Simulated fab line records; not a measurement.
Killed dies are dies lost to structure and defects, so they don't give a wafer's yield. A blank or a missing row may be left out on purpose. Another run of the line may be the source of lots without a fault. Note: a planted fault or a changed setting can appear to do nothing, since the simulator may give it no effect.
Which tool did it?    flow gf180mcu    7 lots with 21 wafers sampled at 4 steps, on a route of 602 steps

== WHAT EACH GAUGE READ, for each wafer ==
GF_V5_OVL_MEAS_15.
lot   measured      on          V5_OVL (nm)
L768  day 28 01:48  overlay-01  -11 -4 -11
L772  day 29 14:00  overlay-02  7 -4 -3
L776  day 30 07:41  overlay-02  -3 -3 -9
L778  day 30 21:41  overlay-01  -4 -7 -11
L780  day 31 11:47  overlay-02  -12 -11 -13
L784  day 32 08:38  overlay-01  11 5 4
L786  day 32 21:10  overlay-02  -3 -4 -8

== WHICH TOOL RAN EACH LOT (tool, then ch and the chambers of the sampled wafers, then the start) ==
lot   GF_CONTACT_SPUTTER_22         GF_V4_ETCH_17                                  GF_V4_SPUTTER_21
L768  pvd_sputter-03, day 16 23:40  rie_diel-02 ch 1,2, day 25 08:20 or earlier    pvd_sputter-03, day 25 08:20
L772  pvd_sputter-03, day 18 16:21  rie_diel-02 ch 0,1,2, day 26 23:08 or earlier  pvd_sputter-02, day 26 23:08
L776  pvd_sputter-03, day 19 19:14  rie_diel-01 ch 1,2,3, day 27 20:04 or earlier  pvd_sputter-02, day 27 20:04
L778  pvd_sputter-02, day 20 11:13  rie_diel-04 ch 0,3, day 28 09:36 or earlier    pvd_sputter-03, day 28 09:36
L780  pvd_sputter-03, day 21 07:26  rie_diel-02 ch 0,1, day 29 00:26 or earlier    pvd_sputter-02, day 29 00:26
L784  pvd_sputter-01, day 22 14:30  rie_diel-04 ch 0,1, day 30 00:17 or earlier    pvd_sputter-01, day 30 00:17
L786  pvd_sputter-03, day 23 05:19  rie_diel-04 ch 0,2, day 30 14:34 or earlier    pvd_sputter-01, day 30 14:34
- GF_CONTACT_SPUTTER_22: material Ti, target thk 15 nm, time 80.02 s.
- GF_V4_ETCH_17: etches SiO2 in C4F8/O2/Ar, stops on TiN, target depth 630 nm.
- GF_V4_SPUTTER_21: material Ti, target thk 15 nm, time 80.02 s.

== THE ANSWER, worked out from the rows above alone ==
Rule: the lots themselves supply what counts as usual. The widest of any qualifying gaps counts: lots, ordered by their means at a reading, are off when they make up no more than a third of the lots, leave a main group of 4 or more, and stand apart from it by 3 or more times the standard deviation of that group's means. Not used: any main group whose means are identical at the precision the tables above print for the reading. A lot without any number at a reading at which 4 lots or more have one is off too. The other lots that the step has rows for count as sound.
No lot is off at any reading shown: from this, nothing can be told.

== WHAT THE SIMULATOR PUT IN ==
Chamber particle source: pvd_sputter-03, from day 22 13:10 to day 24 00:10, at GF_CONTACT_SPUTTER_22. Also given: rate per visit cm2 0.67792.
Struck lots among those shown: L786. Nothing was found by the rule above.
